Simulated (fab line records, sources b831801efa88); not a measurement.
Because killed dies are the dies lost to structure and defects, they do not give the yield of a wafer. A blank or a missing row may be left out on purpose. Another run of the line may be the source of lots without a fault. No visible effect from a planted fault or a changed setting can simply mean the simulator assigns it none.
A single fault, viewed from 2 desks	flow sky130	each desk holds nothing but its own numbers, with what lay behind them at the end

TOOL OWNER'S DESK, cvd_w-01
The tool's own readings at SKY_VIA3_CVD_21 (deposits W, target thk 390 nm, time 117.31 s): means of the sampled wafers that have a number, for each lot that ran on this tool. Marked OUT: a lot whose mean sits more than 4 standard deviations from the usual mean, which makes it out of limits; the brackets give that distance.
Columns: A = heater_power_w at SKY_VIA3_CVD_21, usual 884 W
lot	first seen here	A
L762	day 39 14:05	887
L763	day 39 23:54	869
L764	day 40 04:32	885
L765	day 40 11:11	867
L774	day 43 16:26	873
L775	day 43 19:53	901
L776	day 44 07:01	859
L779	day 44 09:08	908
L778	day 44 12:47	904
L780	day 44 15:45	876
Result from this desk: across the 10 lots, nothing is out of limits.

THE METROLOGY DESK
What the gauges read, lot by lot, whatever tool the lot ran on: means of the sampled wafers that have a number. Marked OUT: a lot whose mean sits more than 4 standard deviations from the usual mean, which makes it out of limits; the brackets give that distance.
Columns: A = VIA4_OVL at SKY_VIA4_OVL_MEAS_11, usual -0.6 nm
lot	first seen here	A
L762	day 42 15:32	0.2
L763	day 43 01:08	0.3
L764	day 43 04:40	-1.4
L765	day 43 11:07	-0.8
L774	day 46 11:20	-1.5
L775	day 46 14:20	-0.0
L776	day 47 01:04	-1.8
L779	day 47 02:35	0.1
L777	day 47 04:34	-0.9
L778	day 47 06:26	0.5
L780	day 47 07:49	1.1
L783	day 48 03:11	-2.5
Result from this desk: across the 12 lots, nothing is out of limits.

ALL TOGETHER
Nothing out of limits was seen by the tool owner's desk.
From the metrology desk's view, nothing was out of limits.

WHAT THE SIMULATOR HAD INSERTED
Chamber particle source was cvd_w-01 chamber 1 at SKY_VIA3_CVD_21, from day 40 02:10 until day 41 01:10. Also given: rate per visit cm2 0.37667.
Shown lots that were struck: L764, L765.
